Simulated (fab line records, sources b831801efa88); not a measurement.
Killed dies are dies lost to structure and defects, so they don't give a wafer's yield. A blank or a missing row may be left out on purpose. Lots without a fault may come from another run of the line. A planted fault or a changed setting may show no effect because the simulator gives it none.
fab line records | flow sky130 | part 2 of 2: steps 33 to 41 of 41
record lots=5 wafers=15 last_day=50
route steps=708 shown METAL4@601 CAP2M@603 VIA4@639
lots that met no fault: from a run of the same line without faults
start_h: hours from the record's first day to the start of the lot's first wafer shown | wait_h: hours since the lot's step before | " the same as in the row above | L1.1+2: a row that stands for several wafers | - no value, or no start given | * or withheld: withheld | < > ~ a bound
route shown NAME@n: a module of which the file shows steps, and the number in the route of the first | usual: mean/standard deviation of fault-free wafers | same: alike in all rows | chamber/n: place in a boat | sites: the reading at each site | _std_site: their standard deviation | _edge_site: outer sites' mean less inner sites' | radius_mm: how far each site lies from the wafer's centre | mask NAME#n: copy n | behind: the tool/chamber that last shaped the wafer | hold: why the lot was held/for how many hours/how that ended | device: the transistor (n, p or np) that didn't switch | end of line: the same wafers' tests at the end of the route | a step without rows: its recipe alone | killed: dies lost to structure and defects at the first sort, not the wafer's yield | map: a wafer's dies, x killed, . not, _ none there
set.NAME: the setting as run; set.NAME@STEP: as run at that earlier step | model.NAME: the simulator's own value behind a step, which no gauge read
lots at some steps of the route; a table a step, a row a wafer
services: from which hour (start_h, from the record's first day; less than 0 if before it) a tool's chamber was out of use, for how many hours, and why
## steps
# step SKY_METAL4_ETCH_17
# recipe target=SiO2 stop_on=TiN chemistry=C4F8/O2/Ar source_w=1500 bias_w=1200 pressure_mtorr=40 c4f8_flow_sccm=withheld O2_flow_sccm=6 Ar_flow_sccm=300 time_s=3.9 target_depth_a=150
# usual oes_product_au=0.753/0.0084
# columns lot.wafer tool chamber start_h wait_h oes_product_au rf_hours_counter_h
L075.1 rie_diel-01 0 992.75 0.1 0.747 8
L075.3 " 3 " " 0.749 4
L075.4 " 2 " " 0.752 8
L079.2 rie_diel-03 3 1022.50 0.1 0.750 11
L079.4 " 2 " " 0.767 2
L079.6 " 2 " " 0.766 -
L090.2 rie_diel-03 1 1093.32 0.1 0.748 21
L090.3 " 3 " " 0.767 13
L090.6 " 0 " " 0.752 -
L092.2 rie_diel-02 3 1108.65 0.1 0.751 7
L092.4 " 0 " " 0.772 11
L092.6 " 2 " " 0.744 -
L096.2 rie_diel-01 2 1132.15 0.1 0.756 13
L096.3 " 3 " " 0.732 8
L096.5 " 1 " " 0.766 -
# step SKY_METAL4_METAL_ETCH_18
# recipe target_depth_a=8450 stop_on=SiO2 over_etch_frac=0.3 time_s=183.1 chemistry=Cl2/BCl3 resist_sidewall_deg=88 pressure_mtorr=10 icp_w=900 bias_w=48.5 Cl2_flow_sccm=60 bcl3_flow_sccm=30
# usual drypump_motor_current_A=5.9/0.47 oes_product_au=0.863/0.0066 throttle_valve_pct=22.264/0.0096
# columns lot.wafer tool chamber start_h wait_h drypump_motor_current_A oes_product_au rf_hours_counter_h throttle_valve_pct
L075.1 rie_metal-01 0 992.77 0.0 6.6 0.863 9 22.267
L075.3 " 1 " " 5.3 0.868 - 22.249
L075.4 " 0 " " 6.6 0.862 - 22.280
L079.2 rie_metal-01 1 1022.52 0.0 5.4 0.857 20 22.252
L079.4 " 0 " " 6.6 0.864 - 22.259
L079.6 " 1 " " 5.4 0.858 - 22.264
L090.2 rie_metal-04 1 1093.34 0.0 5.6 0.865 21 22.285
L090.3 " 1 " " 5.6 0.857 - 22.275
L090.6 " 0 " " 6.1 0.875 - 22.266
L092.2 rie_metal-01 1 1108.67 0.0 5.4 0.861 25 22.251
L092.4 " 0 " " 6.6 0.861 - 22.270
L092.6 " 0 " " 6.6 0.866 - 22.258
L096.2 rie_metal-01 0 1132.17 0.0 6.6 0.859 20 22.262
L096.3 " 1 " " 5.3 0.855 - 22.247
L096.5 " 0 " " 6.6 0.861 - 22.260
# step SKY_METAL4_STRIP_19
# recipe chemistry=O2/N2 power_w=1400 pressure_mtorr=1500 platen_temp_c=withheld o2_flow_sccm=3000 n2_flow_sccm=300 overash_fraction=0.5
# usual drypump_motor_current_A=5.6/0.45 n2_flow_sccm=300.1/0.94 oes_product_au=0.502/0.0055 strip_time_to_endpoint_s=6.55/0.093
# columns lot.wafer tool chamber start_h wait_h drypump_motor_current_A n2_flow_sccm oes_product_au rf_hours_counter_h strip_time_to_endpoint_s
L075.1 plasma_asher-01 1 992.95 0.1 5.4 300.8 0.501 90 6.52
L075.3 " 1 " " 5.4 300.4 0.508 - 6.58
L075.4 " 0 " " 6.3 299.1 0.500 - 6.43
L079.2 plasma_asher-01 1 1022.70 0.1 5.5 300.9 0.506 93 6.70
L079.4 " 1 " " 5.4 299.0 0.501 - 6.39
L079.6 " 0 " " 6.3 300.7 0.512 - 6.69
L090.2 plasma_asher-02 1 1093.51 0.1 4.9 300.1 0.507 70 6.55
L090.3 " 1 " " 4.9 300.5 0.508 - 6.65
L090.6 " 0 " " 5.8 299.0 0.507 - 6.55
L092.2 plasma_asher-01 1 1108.85 0.1 5.4 299.8 0.504 100 6.51
L092.4 " 1 " " 5.4 299.5 0.495 - 6.48
L092.6 " 1 " " 5.4 300.4 0.493 - 6.47
L096.2 plasma_asher-03 1 1132.34 0.1 5.9 301.1 0.499 6 6.50
L096.3 " 0 " " 5.5 299.7 0.506 - 6.55
L096.5 " 1 " " 5.9 302.1 0.498 - 6.42
# step SKY_METAL4_STRIP_20
# recipe chemistry=post_etch_residue_remover time_s=1200 temp_c=72.5
# columns lot.wafer tool chamber start_h wait_h
L075.1+3+4 wet_bench-03 2 993.05 0.1
L079.2+4+6 wet_bench-03 3 1022.80 0.1
L090.2+3+6 wet_bench-02 3 1093.61 0.1
L092.2+4+6 wet_bench-03 3 1108.95 0.1
L096.2+3+5 wet_bench-01 2 1132.46 0.1
# step SKY_METAL4_CLEAN_21
# recipe chemistry=IPA time_s=180 temp_c=25
# columns lot.wafer tool chamber start_h wait_h
L075.1+3+4 wet_bench-01 2 993.39 0.0
L079.2+4+6 wet_bench-02 3 1023.14 0.0
L090.2+3+6 wet_bench-01 1 1093.99 0.0
L092.2+4+6 wet_bench-03 2 1109.29 0.0
L096.2+3+5 wet_bench-02 0 1132.92 0.1
# step SKY_METAL4_CLEAN_22
# recipe chemistry=O3/DIW dry=n2_spin
# columns lot.wafer tool chamber start_h wait_h
L075.1+3+4 wet_bench-03 2 993.45 0.0
L079.2+4+6 wet_bench-01 3 1023.28 0.0
L090.2+3+6 wet_bench-02 0 1094.04 0.0
L092.2+4+6 wet_bench-01 3 1109.35 0.0
L096.2+3+5 wet_bench-01 0 1133.14 0.2
# step SKY_VIA4_HDPCVD_00
# recipe material=SiO2 target_thk_nm=1750 sigma_open_frac=0.3 time_s=291.7 temp_c=400 sih4_flow_sccm=60 pressure_mtorr=6
# columns lot.wafer tool chamber start_h wait_h
L075.1+3+4 hdpcvd-02 0,2,2 993.54 0.0
L079.2+4+6 hdpcvd-01 2,0,2 1023.37 0.0
L090.2+3+6 hdpcvd-02 0,1,1 1094.14 0.0
L092.2+4+6 hdpcvd-02 0,2,0 1109.50 0.1
L096.2+3+5 hdpcvd-02 0,2,0 1133.23 0.0
# step SKY_VIA4_THK_MEAS_01
# recipe reads=SiO2_of_VIA4_HDPCVD_00
# usual VIA4_HDPCVD_THK=1757/20
# columns lot.wafer tool chamber start_h wait_h VIA4_HDPCVD_THK[nm]
L075.1 film_metro-02 - 993.72 0.1 1742
L075.3 " - " " 1722
L075.4 " - " " 1729
L079.2 film_metro-03 - 1023.56 0.1 1757
L079.4 " - " " 1789
L079.6 " - " " 1762
L090.2 film_metro-04 - 1094.33 0.1 1743
L090.3 " - " " 1749
L090.6 " - " " 1760
L092.2 film_metro-04 - 1109.77 0.2 1759
L092.4 " - " " 1744
L092.6 " - " " 1759
L096.2 film_metro-03 - 1133.42 0.1 1747
L096.3 " - " " 1713
L096.5 " - " " 1727
# step SKY_VIA4_CMP_02
# recipe material=SiO2 down_force_psi=4 platen_rpm=60 pad_velocity_m_s=0.94248
# usual edge_zone_pressure_frac=1.000/0.0049 motor_current_A=11.7/1.5 retaining_ring_pressure_frac=0.999/0.0053
# columns lot.wafer tool chamber start_h wait_h edge_zone_pressure_frac motor_current_A retaining_ring_pressure_frac
L075.4 cmp-02 3 993.78 0.0 1.004 11.9 1.009
L075.1 " 1 " " 1.005 10.8 1.011
L075.3 " 2 " " 0.993 10.0 1.009
L079.4 cmp-02 3 1023.61 0.0 1.009 12.1 1.000
L079.2 " 1 " " 0.996 11.3 0.996
L079.6 " 3 " " 1.005 12.3 1.006
L090.3 cmp-02 0 1094.38 0.0 0.998 9.7 1.004
L090.2 " 2 " " 0.986 10.2 1.009
L090.6 " 1 " " 1.000 10.5 0.993
L092.4 cmp-02 0 1110.05 0.3 1.007 8.9 1.000
L092.2 " 2 " " 1.002 10.0 0.996
L092.6 " 3 " " 1.003 12.3 0.995
L096.2 cmp-02 2 1134.09 0.7 0.995 10.4 0.992
L096.3 " 3 " " 1.003 11.7 0.992
L096.5 " 2 " " 0.995 10.5 1.000
## services
# columns tool chamber start_h hours kind
rie_metal-04 0 920.10 4.3 repair
plasma_asher-01 - 920.74 1.3 repair
hdpcvd-02 - 925.34 1.2 repair
cmp-02 - 926.66 1.1 repair
plasma_asher-01 - 938.12 5.6 repair
cmp-02 - 950.96 6.9 pm
wet_bench-04 - 955.62 0.9 repair
wet_bench-03 - 973.31 1.3 repair
rie_metal-04 0 978.51 1.7 repair
wet_bench-01 - 997.73 1.6 repair
pvd_sputter-01 - 998.05 2.1 repair
rie_metal-04 0 1015.94 1.2 repair
cmp-02 - 1033.50 1.4 repair
pecvd-04 2 1044.48 12.0 repair
cmp-02 - 1052.42 1.0 repair
cmp-02 - 1063.44 6.5 pm
pvd_sputter-03 - 1072.59 3.6 repair
plasma_asher-01 - 1076.77 6.7 repair
pecvd-04 1 1080.61 5.4 repair
plasma_asher-01 - 1083.45 10.2 pm
rie_metal-01 1 1085.52 7.9 repair
iline_stepper-02 - 1093.96 1.7 pm
pvd_sputter-03 - 1094.92 1.5 repair
rie_metal-04 1 1116.99 4.1 repair
